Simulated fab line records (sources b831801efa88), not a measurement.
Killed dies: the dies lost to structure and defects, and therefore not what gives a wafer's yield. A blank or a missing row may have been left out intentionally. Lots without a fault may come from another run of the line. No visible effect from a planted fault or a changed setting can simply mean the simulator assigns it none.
Struck lot and sound lot, side by side    flow gf180mcu    16 out of 602 route steps
Sound: these wafers, L344.1, L344.4, L344.6. Wafers L356.2, L356.5, L356.6 were the ones struck. The cause is given at the end.
At each step with rows: each side's tool, then ch and its chambers, then its first start. Under that, the readings that differ: sound wafers    struck wafers    difference of the means    sigmas: that difference in standard deviations of wafers without a fault.
alike: readings with means less than 2 such deviations apart, plus words and numbers identical on both sides. not compared: withheld readings, readings lacking a value on some wafer, bounds such as >300 that could conceal the same value, and numbers that have no deviation in the record and whose values overlap.
The two part at a step that has a row with sigmas, a row that says differs or no value, or rows on one side only. Non-overlapping numbers with no deviation appear without sigmas and do not part them. A reading missing from all wafers of one side parts the sides only when that side holds two or more wafers.

first, 1 step without rows for these wafers: GF_STI_OXIDATION_01 (stabilise 600 s, purge 300 s, target thk 10 nm).
GF_STI_THK_MEAS_02:
  sound on film_metro-04 at day 1 11:31; struck on film_metro-04 at day 4 03:42
  alike: STI_OXIDATION_THK
then, 1 step without rows for these wafers: GF_STI_CVD_03 (deposits Si3N4 from DCS/NH3, target thk 207.16 nm, time 3551 s).
GF_STI_THK_MEAS_04:
  sound on film_metro-01 at day 1 13:34; struck on film_metro-01 at day 4 06:44
  alike: STI_CVD_03_THK
then, 7 steps without rows for these wafers: GF_STI_DEHYDRATE_05 (time 60 s); GF_STI_HMDS_06 (prime time 60 s); GF_STI_COAT_07 (resist thk 700 nm); GF_STI_SOFTBAKE_08 (time 60 s); GF_STI_EXPOSE_09 (exposes mask COMP, target cd 220 nm); GF_STI_PEB_10 (peb time 90 s); GF_STI_DEVELOP_11 (develop time 60 s).
GF_STI_CD_MEAS_12: target cd 220 nm.
  sound on cd_sem-01 at day 2 00:42; struck on cd_sem-01 at day 4 19:10
  alike: cd_nm
GF_STI_ETCH_13: etches the open film in CHF3/O2, stops on Si, target depth 282.31 nm, time 112.9 s.
  sound on rie_diel-03 ch 0,2, day 2 00:49; struck on rie_diel-04 ch 1,2, day 4 19:16
reading                               sound              struck                   difference  sigmas
oes_product_au (a.u.)                 0.857 0.868 0.865  0.787 0.787 0.791        -0.075      -10
over_etch_frac                        0.3 0.3 0.3        0.53755 0.53755 0.53755  +0.23755    
throttle_valve_pct (%)                8.828 8.819 8.823  8.803 8.794 8.791        -0.027      -3
model.KrF_of_STI_COAT_07.thk_nm (nm)  442.4 438.5 441.9  393.5 396.2 394.3        -46.3       
  alike: drypump_motor_current_A
  not compared: rf_hours_counter_h
GF_STI_ETCH_14: etches Si in HBr/Cl2/O2, target depth 360 nm, time 102.9 s.
  sound on rie_si-01 ch 2,3, day 2 00:54; struck on rie_si-02 ch 1,2,3, day 4 19:21
reading                               sound            struck             difference  sigmas
model.KrF_of_STI_COAT_07.thk_nm (nm)  324 317.5 321.4  274.5 278.1 271.6  -46.2       
  alike: drypump_motor_current_A, oes_product_au, throttle_valve_pct
  not compared: rf_hours_counter_h
GF_STI_STRIP_15: strips in O2/N2.
  sound on plasma_asher-02 ch 0,1, day 2 00:58; struck on plasma_asher-02 ch 0,1, day 4 19:25
reading                       sound              struck             difference  sigmas
oes_product_au (a.u.)         0.385 0.379 0.385  0.361 0.370 0.367  -0.017      -3
strip_time_to_endpoint_s (s)  3.79 3.71 3.75     3.26 3.28 3.22     -0.50       -11
  alike: drypump_motor_current_A, heater_power_w
  not compared: rf_hours_counter_h
then, 1 step without rows for these wafers: GF_STI_CLEAN_16 (cleans in dHF, time 25 s).

== WHERE THEY PART ==
Last at GF_STI_STRIP_15 as far as this record goes, first at GF_STI_ETCH_13.

WHY: what the simulator had put in
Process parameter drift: rie_diel-04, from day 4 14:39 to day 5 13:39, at GF_STI_ETCH_13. Setting over_etch_frac shifted by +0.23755 from 0.3.
